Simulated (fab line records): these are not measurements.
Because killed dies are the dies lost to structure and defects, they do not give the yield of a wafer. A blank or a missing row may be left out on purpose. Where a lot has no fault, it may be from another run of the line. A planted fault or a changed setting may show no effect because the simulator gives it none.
Which tool was responsible? :: flow sky130 :: 33 wafers sampled from 11 lots at 1 step of a route of 708

== WHAT THE GAUGES READ, wafer by wafer ==
SKY_VIA2_RS_MEAS_22: a four-point-probe measurement.
lot: L546
measured: day 36 15:28
on: filmMetro-03
VIA2_W_RS (ohm/sq): 0.272 0.275 0.273

lot: L547
measured: day 36 23:49
on: filmMetro-04
VIA2_W_RS (ohm/sq): 0.275 0.272 0.278

lot: L548
measured: day 37 08:56
on: filmMetro-04
VIA2_W_RS (ohm/sq): 0.271 0.270 0.267

lot: L549
measured: day 38 00:41
on: filmMetro-04
VIA2_W_RS (ohm/sq): 0.274 0.276 0.277

lot: L550
measured: day 38 08:33
on: filmMetro-04
VIA2_W_RS (ohm/sq): 0.272 0.274 0.272

lot: L551
measured: day 38 13:24
on: filmMetro-01
VIA2_W_RS (ohm/sq): 0.278 0.273 0.273

lot: L555
measured: day 39 21:37
on: filmMetro-04
VIA2_W_RS (ohm/sq): 0.275 0.274 0.275

lot: L557
measured: day 40 11:50
on: filmMetro-03
VIA2_W_RS (ohm/sq): 0.276 0.279 0.273

lot: L561
measured: day 41 06:29
on: filmMetro-01
VIA2_W_RS (ohm/sq): 0.274 0.272 0.277

lot: L564
measured: day 42 11:13
on: filmMetro-04
VIA2_W_RS (ohm/sq): 0.276 0.273 0.279

lot: L566
measured: day 42 20:23
on: filmMetro-04
VIA2_W_RS (ohm/sq): 0.271 0.274 0.273

== TOOL THAT RAN EACH LOT (tool first, then ch and the chambers of the sampled wafers, then the start) ==
No process step before these readings appears in the record.

== THE ANSWER, worked out from the rows above alone ==
Rule: what is usual is taken from the lots themselves. The widest of any qualifying gaps counts: lots, ordered by their means at a reading, are off when they make up no more than a third of the lots, leave a main group of 4 or more, and stand apart from it by 3 or more times the standard deviation of that group's means. A main group is skipped when, at the precision printed for the reading in the tables above, its means are all equal. A lot without any number at a reading at which 4 lots or more have one is off too. Any other lot the step has rows for is counted as sound.
Across all readings shown, no lot is off: no conclusion can be drawn from this.

== WHAT THE SIMULATOR HAD INSERTED ==
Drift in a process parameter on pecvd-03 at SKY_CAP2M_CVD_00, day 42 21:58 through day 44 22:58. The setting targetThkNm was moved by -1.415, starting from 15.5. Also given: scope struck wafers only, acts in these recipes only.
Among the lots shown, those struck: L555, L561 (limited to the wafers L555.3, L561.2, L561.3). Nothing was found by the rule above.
